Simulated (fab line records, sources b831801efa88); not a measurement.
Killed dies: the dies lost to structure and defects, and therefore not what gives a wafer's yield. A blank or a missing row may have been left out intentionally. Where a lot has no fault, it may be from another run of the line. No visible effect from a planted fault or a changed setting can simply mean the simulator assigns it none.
Which tool is to blame? + flow gf180mcu + 36 wafers from 12 lots sampled at 5 of the route's 602 steps

## WHAT THE GAUGES SHOWED, per wafer
GF_MVSD_OVL_MEAS_07.
| lot  | measured     | on         | MVSD_OVL (nm)  |
|------|--------------|------------|----------------|
| L227 | day 4 12:25  | overlay-02 | 0.9 0.3 1.5    |
| L228 | day 4 22:22  | overlay-02 | 1.7 0.3 -0.1   |
| L232 | day 5 18:58  | overlay-02 | -1.2 -0.8 -1.9 |
| L233 | day 6 05:50  | overlay-02 | -0.3 0.8 0.2   |
| L235 | day 6 13:35  | overlay-02 | -1.8 -1.8 -2.4 |
| L237 | day 6 19:22  | overlay-01 | -0.8 0.7 -3.0  |
| L239 | day 7 11:40  | overlay-02 | -0.3 0.7 0.8   |
| L243 | day 8 09:50  | overlay-01 | -1.1 -0.7 -2.1 |
| L246 | day 9 02:52  | overlay-01 | -2.3 -1.5 -0.6 |
| L247 | day 9 10:52  | overlay-02 | -1.3 1.5 1.4   |
| L248 | day 9 14:49  | overlay-02 | -3.5 -2.2 0.1  |
| L250 | day 10 06:31 | overlay-01 | -2.1 1.3 1.0   |

GF_VT_IMPLANT_OVL_MEAS_29.
| lot  | measured     | on         | VT_IMPLANT_02_OVL (nm) |
|------|--------------|------------|------------------------|
| L227 | day 6 23:34  | overlay-01 | -2.4 -1.6 -2.4         |
| L228 | day 7 12:55  | overlay-02 | -0.1 1.8 1.0           |
| L232 | day 8 10:37  | overlay-02 | -0.6 0.6 -1.3          |
| L233 | day 8 23:28  | overlay-02 | -1.1 -1.2 -0.5         |
| L235 | day 9 08:50  | overlay-02 | -1.9 -0.6 -1.6         |
| L237 | day 9 13:01  | overlay-02 | -0.4 1.6 -0.3          |
| L239 | day 10 09:53 | overlay-02 | -2.3 -2.9 -2.1         |
| L243 | day 11 11:25 | overlay-02 | -1.6 -1.1 -1.1         |
| L246 | day 12 06:28 | overlay-01 | 0.7 0.4 0.7            |
| L247 | day 12 14:53 | overlay-02 | -1.2 -0.9 0.7          |
| L248 | day 12 22:07 | overlay-02 | -1.0 -2.7 -0.7         |
| L250 | day 13 12:40 | overlay-01 | 0.4 1.1 -0.6           |

## TOOL THAT RAN EACH LOT (tool first, then ch and the chambers of the sampled wafers, then the start)
| lot  | GF_STI_ETCH_14                  | GF_STI_STRIP_15                     | GF_MVPSD_STRIP_10                    |
|------|---------------------------------|-------------------------------------|--------------------------------------|
| L227 | rie si-02 ch 1,2, day 2 03:07   | plasma asher-04 ch 1, day 2 03:11   | plasma asher-04 ch 0,1, day 5 02:15  |
| L228 | rie si-01 ch 0,1,2, day 2 06:23 | plasma asher-04 ch 0,1, day 2 06:28 | plasma asher-03 ch 0, day 5 13:48    |
| L232 | rie si-01 ch 0,1,2, day 3 06:28 | plasma asher-04 ch 0,1, day 3 06:32 | plasma asher-03 ch 0,1, day 6 11:09  |
| L233 | rie si-01 ch 0,2, day 3 13:37   | plasma asher-04 ch 0,1, day 3 13:41 | plasma asher-03 ch 0,1, day 6 21:51  |
| L235 | rie si-01 ch 1,3, day 3 20:46   | plasma asher-02 ch 0,1, day 3 20:50 | plasma asher-02 ch 0,1, day 7 06:27  |
| L237 | rie si-01 ch 1,3, day 4 03:49   | plasma asher-04 ch 0,1, day 4 03:53 | plasma asher-03 ch 0,1, day 7 11:36  |
| L239 | rie si-01 ch 0,1,2, day 4 17:34 | plasma asher-01 ch 0,1, day 4 17:38 | plasma asher-02 ch 0,1, day 8 05:15  |
| L243 | rie si-01 ch 1,2,3, day 5 13:14 | plasma asher-01 ch 0,1, day 5 13:18 | plasma asher-03 ch 0,1, day 9 03:30  |
| L246 | rie si-01 ch 1,2,3, day 6 03:46 | plasma asher-01 ch 0,1, day 6 03:50 | plasma asher-02 ch 0,1, day 9 21:24  |
| L247 | rie si-02 ch 0,2,3, day 6 10:19 | plasma asher-01 ch 0,1, day 6 10:23 | plasma asher-04 ch 0,1, day 10 05:27 |
| L248 | rie si-02 ch 1,2,3, day 6 14:07 | plasma asher-01 ch 0,1, day 6 14:13 | plasma asher-03 ch 0,1, day 10 10:02 |
| L250 | rie si-02 ch 0,1, day 7 00:28   | plasma asher-02 ch 0,1, day 7 00:32 | plasma asher-03 ch 0,1, day 11 01:26 |
- GF_STI_ETCH_14: etches Si in HBr/Cl2/O2, target depth 360 nm, time 102.9 s.
- GF_STI_STRIP_15: strips in O2/N2.
- GF_MVPSD_STRIP_10: strips in O2/N2.

## AS READ BY THE TOOLS THEMSELVES (means over the sampled wafers that have a number; for cases with no such wafer, the mark the record gives instead)
GF_STI_ETCH_14.
| lot  | tool      | drypump motor current A (A) | oes product au (a.u.) | run length s (s) | throttle valve pct (%) |
|------|-----------|-----------------------------|-----------------------|------------------|------------------------|
| L227 | rie si-02 | 5.65                        | 0.996                 | 131.2            | 25.659                 |
| L228 | rie si-01 | 5.74                        | 0.998                 | 131.2            | 25.665                 |
| L232 | rie si-01 | 5.73                        | 1.001                 | 131.3            | 25.658                 |
| L233 | rie si-01 | 5.79                        | 1.003                 | 130.9            | 25.638                 |
| L235 | rie si-01 | 5.44                        | 1.005                 | 131.2            | 25.652                 |
| L237 | rie si-01 | 5.67                        | 0.997                 | 131.5            | 25.661                 |
| L239 | rie si-01 | 5.74                        | 0.997                 | 131.2            | 25.658                 |
| L243 | rie si-01 | 5.74                        | 0.994                 | 124.3            | 25.664                 |
| L246 | rie si-01 | 5.73                        | 0.993                 | 124.3            | 25.668                 |
| L247 | rie si-02 | 5.61                        | 0.998                 | 131.5            | 25.659                 |
| L248 | rie si-02 | 5.60                        | 0.993                 | 131.2            | 25.654                 |
| L250 | rie si-02 | 5.65                        | 1.007                 | 131.6            | 25.646                 |

GF_STI_STRIP_15.
| lot  | tool            | drypump motor current A (A) | heater power w (W) | oes product au (a.u.) | strip time to endpoint s (s) |
|------|-----------------|-----------------------------|--------------------|-----------------------|------------------------------|
| L227 | plasma asher-04 | 5.57                        | 378                | 0.386                 | 3.79                         |
| L228 | plasma asher-04 | 5.44                        | 379                | 0.389                 | 3.72                         |
| L232 | plasma asher-04 | 5.27                        | 366                | 0.380                 | 3.74                         |
| L233 | plasma asher-04 | 5.46                        | 376                | 0.385                 | 3.74                         |
| L235 | plasma asher-02 | 5.79                        | 342                | 0.387                 | 3.73                         |
| L237 | plasma asher-04 | 5.24                        | 368                | 0.378                 | 3.68                         |
| L239 | plasma asher-01 | 5.80                        | 344                | 0.392                 | 3.78                         |
| L243 | plasma asher-01 | 5.79                        | 339                | 0.388                 | 3.79                         |
| L246 | plasma asher-01 | 5.78                        | 339                | 0.382                 | 3.86                         |
| L247 | plasma asher-01 | 5.80                        | 336                | 0.385                 | 3.73                         |
| L248 | plasma asher-01 | 5.84                        | 325                | 0.386                 | 3.80                         |
| L250 | plasma asher-02 | 5.79                        | 322                | 0.378                 | 3.71                         |

GF_MVPSD_STRIP_10.
| lot  | tool            | drypump motor current A (A) | heater power w (W) | oes product au (a.u.) | strip time to endpoint s (s) |
|------|-----------------|-----------------------------|--------------------|-----------------------|------------------------------|
| L227 | plasma asher-04 | 5.4                         | 373                | 0.724                 | 36.96                        |
| L228 | plasma asher-03 | 6.0                         | 404                | 0.722                 | 37.13                        |
| L232 | plasma asher-03 | 5.2                         | 336                | 0.721                 | 37.03                        |
| L233 | plasma asher-03 | 5.2                         | 336                | 0.723                 | 36.79                        |
| L235 | plasma asher-02 | 5.7                         | 321                | 0.724                 | 36.87                        |
| L237 | plasma asher-03 | 5.2                         | 337                | 0.721                 | 36.93                        |
| L239 | plasma asher-02 | 5.8                         | 329                | 0.723                 | 36.79                        |
| L243 | plasma asher-03 | 5.3                         | 334                | 0.721                 | 37.06                        |
| L246 | plasma asher-02 | 5.7                         | 325                | 0.722                 | 36.89                        |
| L247 | plasma asher-04 | 5.4                         | 377                | 0.720                 | 36.84                        |
| L248 | plasma asher-03 | 5.6                         | 365                | 0.724                 | 36.91                        |
| L250 | plasma asher-03 | 5.6                         | 368                | 0.725                 | 37.05                        |

## THE ANSWER, worked out from the rows above alone
Rule: usual is defined by the lots themselves. Put in order of their means at a reading, lots are off if they are a third of the lots or fewer, leave a main group of 4 or more, and stand apart from it by a gap of 3 or more times the standard deviation of the main group's means; of several such gaps the widest counts. If all means in a main group match to the digits the tables above print for the reading, that group is not used. A lot without any number at a reading at which 4 lots or more have one is off too. Any other lot the step has rows for is counted as sound. First the gauges in route order, then the tools' own readings, where a lot's mean is used as printed above. At the first step where some lot is off, the reading lying furthest off is the one used; lots without a number count as furthest.
Off: L243, L246, at GF_STI_ETCH_14 (run length s). Mean 131.3 s and standard deviation 0.19 in the main group.
A tool fits if, at that step or a process step before it, it ran every lot that is off, and no sound lot after the first of them. One candidate fits, namely rie si-01 at GF_STI_ETCH_14. Its last sound lot is L239 (day 4 17:34), its first lot that is off L243 (day 5 13:14): a fault that began between those two fits.
On the lots that are off, the tool's own readings at GF_STI_ETCH_14 differ by more than 5 times the standard deviation of the sound lots' means, which bears it out; run length s reads 124.3 s there versus 131.3 s on the sound lots.

## WHAT THE SIMULATOR HAD PUT IN
rie si-01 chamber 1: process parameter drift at GF_STI_ETCH_14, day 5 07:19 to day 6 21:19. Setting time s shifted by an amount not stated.
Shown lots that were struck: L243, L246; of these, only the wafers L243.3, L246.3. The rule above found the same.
